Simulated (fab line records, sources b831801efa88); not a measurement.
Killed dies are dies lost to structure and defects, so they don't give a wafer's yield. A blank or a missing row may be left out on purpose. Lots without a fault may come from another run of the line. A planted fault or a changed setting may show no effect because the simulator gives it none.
fab line records | flow sky130
record lots=5 wafers=15 last_day=49
route steps=708 shown FIELD_ISO@27 NWELL@32 DNWELL@35 PAD_OPEN@708
lots that met no fault: from a run of the same line without faults
start_h: hours from the record's first day to the start of the lot's first wafer shown | wait_h: hours since the lot's step before | " the same as in the row above | L1.1+2: a row that stands for several wafers | - no value, or no start given | * or withheld: withheld | < > ~ a bound
route shown NAME@n: a module of which the file shows steps, and the number in the route of the first | usual: mean/standard deviation of fault-free wafers | same: alike in all rows | chamber/n: place in a boat | sites: the reading at each site | _std_site: their standard deviation | _edge_site: outer sites' mean less inner sites' | radius_mm: how far each site lies from the wafer's centre | mask NAME#n: copy n | behind: the tool/chamber that last shaped the wafer | hold: why the lot was held/for how many hours/how that ended | device: the transistor (n, p or np) that didn't switch | end of line: the same wafers' tests at the end of the route | a step without rows: its recipe alone | killed: dies lost to structure and defects at the first sort, not the wafer's yield | map: a wafer's dies, x killed, . not, _ none there
set.NAME: the setting as run; set.NAME@STEP: as run at that earlier step | model.NAME: the simulator's own value behind a step, which no gauge read
lots at some steps of the route; a table a step, a row a wafer
services: from which hour (start_h, from the record's first day; less than 0 if before it) a tool's chamber was out of use, for how many hours, and why
## steps
# step SKY_FIELD_ISO_ANNEAL_26
# recipe temp_c=1000 time_s=1800 ambient=N2
# step SKY_FIELD_ISO_CMP_27
# recipe stop_on=Si3N4 t_overpolish_s=16 down_force_psi=4 platen_rpm=60 target_thk_nm=457.8 pad_velocity_m_s=0.94248
# usual motor_current_A=11.9/1.3 overpolish_run_s=16.000/0.0093 time_to_endpoint_s=113/4.3
# columns lot.wafer tool chamber start_h wait_h motor_current_A overpolish_run_s time_to_endpoint_s
L798.1 cmp-01 3 71.41 0.1 10.7 16.014 115
L798.2 " 0 " " 10.4 15.993 116
L798.4 " 1 " " 14.3 15.993 114
L800.2 cmp-02 3 83.40 0.1 12.7 15.999 114
L800.1 " 0 " " 13.9 16.012 109
L800.5 " 2 " " 10.6 15.997 114
L804.2 cmp-02 2 100.30 0.0 10.6 16.002 113
L804.1 " 3 " " 12.8 16.006 110
L804.4 " 1 " " 13.0 15.985 110
L806.2 cmp-02 2 109.97 0.0 11.1 15.998 118
L806.3 " 0 " " 13.2 15.998 116
L806.5 " 3 " " 12.8 15.997 111
L810.3 cmp-01 3 130.98 0.1 10.9 15.993 116
L810.4 " 0 " " 10.0 16.002 118
L810.5 " 1 " " 13.2 15.991 121
# step SKY_FIELD_ISO_WET_ETCH_28
# recipe chemistry=dHF target_depth_nm=23.7 target=SiO2 dilution=10:1 temp_c=25 time_s=47
# step SKY_FIELD_ISO_WET_ETCH_29
# recipe chemistry=H3PO4 target_depth_nm=160 target=Si3N4 temp_c=160 time_s=1825
# step SKY_FIELD_ISO_WET_ETCH_30
# recipe chemistry=dHF target_depth_nm=25 target=SiO2 dilution=10:1 temp_c=25 time_s=50
# step SKY_NWELL_CLEAN_00
# recipe chemistry=SC1/SC2 mix=1:4:20 temp_c=70 time_s=150 dry=n2_spin
# step SKY_NWELL_OXIDATION_01
# recipe temp_c=900 ambient=O2 stabilise_s=600 purge_s=300 target_thk_a=100 ox_time_s=1418
# step SKY_NWELL_THK_MEAS_02
# recipe reads=SiO2_of_NWELL_OXIDATION_01
# usual NWELL_OXIDATION_THK=9.99/0.17
# columns lot.wafer tool chamber start_h wait_h NWELL_OXIDATION_THK[nm]
L798.1 film_metro-01 - 76.35 0.0 9.82
L798.2 " - " " 9.97
L798.4 " - " " 9.85
L800.1 film_metro-04 - 85.94 0.0 10.22
L800.2 " - " " 10.05
L800.5 " - " " 10.27
L804.1 film_metro-04 - 103.20 0.0 10.32
L804.2 " - " " 10.10
L804.4 " - " " 9.98
L806.2 film_metro-02 - 114.74 0.0 9.83
L806.3 " - " " 9.77
L806.5 " - " " 9.80
L810.3 film_metro-01 - 133.20 0.0 9.75
L810.4 " - " " 9.85
L810.5 " - " " 9.80
# step SKY_DNWELL_DEHYDRATE_00
# recipe temp_c=200 time_s=60
# step SKY_DNWELL_HMDS_01
# recipe prime_time_s=60 prime_temp_c=120
# step SKY_DNWELL_COAT_02
# recipe spin_rpm=2000 resist_thk_nm=3000
# step SKY_DNWELL_SOFTBAKE_03
# recipe temp_c=110 time_s=withheld
# step SKY_DNWELL_EXPOSE_04
# recipe mask_id=DNM na=0.57 target_cd_nm=3000 dose_mj=222
# columns lot.wafer tool chamber start_h wait_h mask
L798.1+2+4 iline_stepper-02 0 85.25 - DNM#0
L800.1+2+5 iline_stepper-01 0 95.11 - DNM_R1#0
L804.1+2+4 iline_stepper-01 0 112.61 - DNM#0
L806.2+3+5 iline_stepper-01 0 123.98 - DNM#0
L810.3+4+5 iline_stepper-01 0 143.16 - DNM#0
# step SKY_DNWELL_PEB_05
# recipe temp_c=115 time_s=withheld
# step SKY_DNWELL_DEVELOP_06
# recipe wall_angle_deg=90 developer=TMAH develop_time_s=58.14 dev_temp_c=23
# columns lot.wafer tool chamber start_h wait_h model.DNWELL.cd_nm
L798.1+4 litho_track-04 0 - - 2993
L798.2 " 0 " " 2994
L800.1+2 litho_track-03 0 - - 2399
L800.5 " 0 " " 2398
L804.1+4 litho_track-01 0 - - 3001
L804.2 " 0 " " 3000
L806.2+3 litho_track-01 0 - - 3000
L806.5 " 0 " " 2998
L810.3 litho_track-01 0 - - 2995
L810.4 " 0 " " 2993
L810.5 " 0 " " 2994
# step SKY_DNWELL_IMPLANT_07
# recipe species=P energy_kev=withheld dose_cm2=withheld tilt_deg=withheld
# step SKY_PAD_OPEN_PROBE_99
# usual killed_at_M0_to_M3=43/7.7 killed_at_M4_up=2.9/1.7 killed_at_contacts=24/5.5 killed_at_front_end=15/4 killed_at_other=0.4/0.66 killed_dies=86/9.4 killed_open=47/6.7 killed_short=38/6.2
# same gross_dies=492 killed_at_back_side=0
# columns lot.wafer tool chamber start_h wait_h killed_at_M0_to_M3 killed_at_M4_up killed_at_contacts killed_at_front_end killed_at_other killed_dies killed_open killed_short model.etest.res_deep_nwell.width_nm model.etest.res_deep_nwell.line_ohm_um
L798.1 prober-01 - 1130.45 0.1 51 5 28 12 1 97 54 40 2997 735.7
L798.2 prober-01 - 1130.50 0.1 42 2 24 18 0 86 48 33 3006 719.8
L798.4 prober-01 - 1130.60 0.2 56 6 24 17 1 104 47 55 2993 721.1
L800.1 prober-01 - 1133.22 0.1 40 2 28 16 1 87 45 42 2394 933.5
L800.2 prober-01 - 1133.27 0.1 45 5 17 22 1 90 50 40 2398 927.3
L800.5 prober-01 - 1133.42 0.2 52 6 22 10 0 90 50 40 2406 925.6
L804.1 prober-01 - 1150.42 0.1 43 4 29 15 0 91 43 48 2989 738.4
L804.2 prober-01 - 1150.47 0.1 54 3 16 14 0 87 44 43 2988 738.9
L804.4 prober-01 - 1150.57 0.2 43 3 20 10 0 76 42 34 3000 748.3
L806.2 prober-01 - 1164.68 0.1 53 1 18 18 0 90 50 40 3003 716.4
L806.3 prober-01 - 1164.73 0.2 37 3 28 14 0 82 48 34 3004 707.7
L806.5 prober-01 - 1164.83 0.2 48 1 32 10 0 91 52 39 2991 723.8
L810.3 prober-01 - 1177.12 0.2 39 3 17 12 0 71 31 39 2995 735.7
L810.4 prober-01 - 1177.17 0.2 53 1 25 16 1 96 47 48 2991 727.9
L810.5 prober-01 - 1177.22 0.2 36 4 21 16 0 77 44 33 2983 733.8
# killed by level:class
L798.1 CONTACT:geometric_particle:open=13 VIA1:geometric_particle:open=12 VIA1:geometric_particle:short=11 LI_CONTACT:geometric_particle:open=7 FIELD_ISO:geometric_particle:open=6 VIA2:geometric_particle:open=6 LI_CONTACT:geometric_particle:short=5 METAL2:geometric_particle:short=4
L798.2 CONTACT:geometric_particle:open=11 VIA1:geometric_particle:open=10 FIELD_ISO:geometric_particle:open=7 METAL1:geometric_particle:short=7 LI_CONTACT:geometric_particle:open=5 VIA2:geometric_particle:open=5 LI_CONTACT:geometric_particle:short=4 VIA1:geometric_particle:short=4
L798.4 VIA1:geometric_particle:open=13 VIA1:geometric_particle:short=11 FIELD_ISO:geometric_particle:short=9 LI_CONTACT:geometric_particle:open=7 METAL2:geometric_particle:short=7 CONTACT:geometric_particle:open=6 VIA3:geometric_particle:open=6 FIELD_ISO:geometric_particle:open=5
L800.1 VIA1:geometric_particle:open=11 CONTACT:geometric_particle:open=9 CONTACT:geometric_particle:short=7 VIA1:geometric_particle:short=6 FIELD_ISO:geometric_particle:short=5 LOCAL_INTERCONNECT:geometric_particle:short=5 METAL3:geometric_particle:short=5 VIA3:geometric_particle:open=5
L800.2 VIA1:geometric_particle:open=10 VIA2:geometric_particle:open=7 POLY_GATE:geometric_particle:open=6 CONTACT:geometric_particle:open=6 METAL1:geometric_particle:short=6 FIELD_ISO:geometric_particle:short=5 LI_CONTACT:geometric_particle:open=5 METAL2:geometric_particle:short=5
L800.5 VIA1:geometric_particle:open=16 VIA2:geometric_particle:open=11 METAL2:geometric_particle:short=8 CONTACT:geometric_particle:open=7 LOCAL_INTERCONNECT:geometric_particle:short=5 METAL4:geometric_particle:short=5 VIA1:geometric_particle:short=5 FIELD_ISO:geometric_particle:short=4
L804.1 VIA3:geometric_particle:open=10 CONTACT:geometric_particle:short=8 VIA1:geometric_particle:open=8 CONTACT:geometric_particle:open=7 LOCAL_INTERCONNECT:geometric_particle:short=6 POLY_GATE:geometric_particle:short=5 LI_CONTACT:geometric_particle:open=4 VIA1:geometric_particle:short=4
L804.2 VIA1:geometric_particle:open=14 VIA3:geometric_particle:open=9 VIA3:geometric_particle:short=8 POLY_GATE:geometric_particle:short=5 CONTACT:geometric_particle:short=5 METAL1:geometric_particle:short=5 LI_CONTACT:geometric_particle:open=4 CONTACT:geometric_particle:open=4
L804.4 CONTACT:geometric_particle:open=11 VIA1:geometric_particle:open=10 VIA2:geometric_particle:open=8 METAL1:geometric_particle:short=5 VIA3:geometric_particle:open=5 VIA1:geometric_particle:short=5 CONTACT:geometric_particle:short=4 FIELD_ISO:geometric_particle:short=3
L806.2 VIA1:geometric_particle:open=13 METAL1:geometric_particle:short=9 LI_CONTACT:geometric_particle:open=8 CONTACT:geometric_particle:open=7 FIELD_ISO:geometric_particle:short=6 VIA2:geometric_particle:open=6 VIA3:geometric_particle:open=6 VIA2:geometric_particle:short=5
L806.3 VIA1:geometric_particle:open=13 CONTACT:geometric_particle:open=9 VIA2:geometric_particle:open=7 LOCAL_INTERCONNECT:geometric_particle:short=6 CONTACT:geometric_particle:short=6 FIELD_ISO:geometric_particle:short=3 LOCAL_INTERCONNECT:geometric_particle:open=3 METAL1:geometric_particle:open=3
L806.5 LI_CONTACT:geometric_particle:open=10 METAL1:geometric_particle:short=10 LOCAL_INTERCONNECT:geometric_particle:short=9 VIA1:geometric_particle:open=9 VIA3:geometric_particle:open=7 CONTACT:geometric_particle:open=6 VIA2:geometric_particle:open=6 POLY_GATE:geometric_particle:open=5
L810.3 VIA2:geometric_particle:open=8 METAL1:geometric_particle:short=7 VIA2:geometric_particle:short=6 LOCAL_INTERCONNECT:geometric_particle:short=5 VIA1:geometric_particle:open=4 CONTACT:geometric_particle:open=4 METAL1:geometric_particle:open=4 FIELD_ISO:geometric_particle:short=3
L810.4 VIA2:geometric_particle:open=10 VIA1:geometric_particle:open=9 METAL1:geometric_particle:short=8 LI_CONTACT:geometric_particle:open=8 CONTACT:geometric_particle:short=7 CONTACT:geometric_particle:open=6 FIELD_ISO:geometric_particle:short=5 VIA1:geometric_particle:short=5
L810.5 CONTACT:geometric_particle:open=11 LI_CONTACT:geometric_particle:open=7 VIA1:geometric_particle:open=7 METAL1:geometric_particle:short=6 FIELD_ISO:geometric_particle:open=4 FIELD_ISO:geometric_particle:short=4 POLY_GATE:geometric_particle:open=4 METAL4:geometric_particle:short=4
## services
# columns tool chamber start_h hours kind
iline_stepper-02 - 47.95 10.6 repair
iline_stepper-02 - 58.60 4.4 pm
cmp-02 - 64.00 4.0 pm
cmp-02 - 68.00 - consumable_replace:conditioner
cmp-02 - 68.00 - consumable_replace:pad
iline_stepper-01 - 72.32 2.1 pm
iline_stepper-01 - 74.40 - consumable_replace:lamp
iline_stepper-02 0 76.46 - calibration
cmp-02 - 88.95 0.5 repair
cmp-02 - 93.13 1.6 repair
cmp-01 - 99.66 3.3 repair
cmp-02 - 115.91 2.5 repair
cmp-01 - 121.98 1.8 repair
iline_stepper-02 - 136.36 16.7 repair
iline_stepper-01 - 140.05 1.1 repair
cmp-01 - 146.84 9.2 pm
## key
first_sign step=SKY_DNWELL_EXPOSE_04 reading=mask direction=changed
effect none on later readings
model_effect step=SKY_DNWELL_DEVELOP_06 value=DNWELL.cd_nm without=2999 struck=2399
model_effect step=SKY_PAD_OPEN_PROBE_99 value=etest.res_deep_nwell.width_nm without=2999 struck=2399
met_at SKY_DNWELL_EXPOSE_04
struck_wafers L800.1,L800.2,L800.5
tester_left_out L800
fault kind=wrong_mask tool=any chamber=- onset_h=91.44 steps=SKY_DNWELL_EXPOSE_04 aux_copy=DNM_R1#0 cd_offset_nm=-600 scope=struck_lots_only
# tester_left_out: of these lots the tester's yield and bins aren't shown, on N5 and GAA mostly nor the transistor test; their killed dies are dies lost to structure and defects alone, not to doping, threshold or leakage, so they don't give the yield
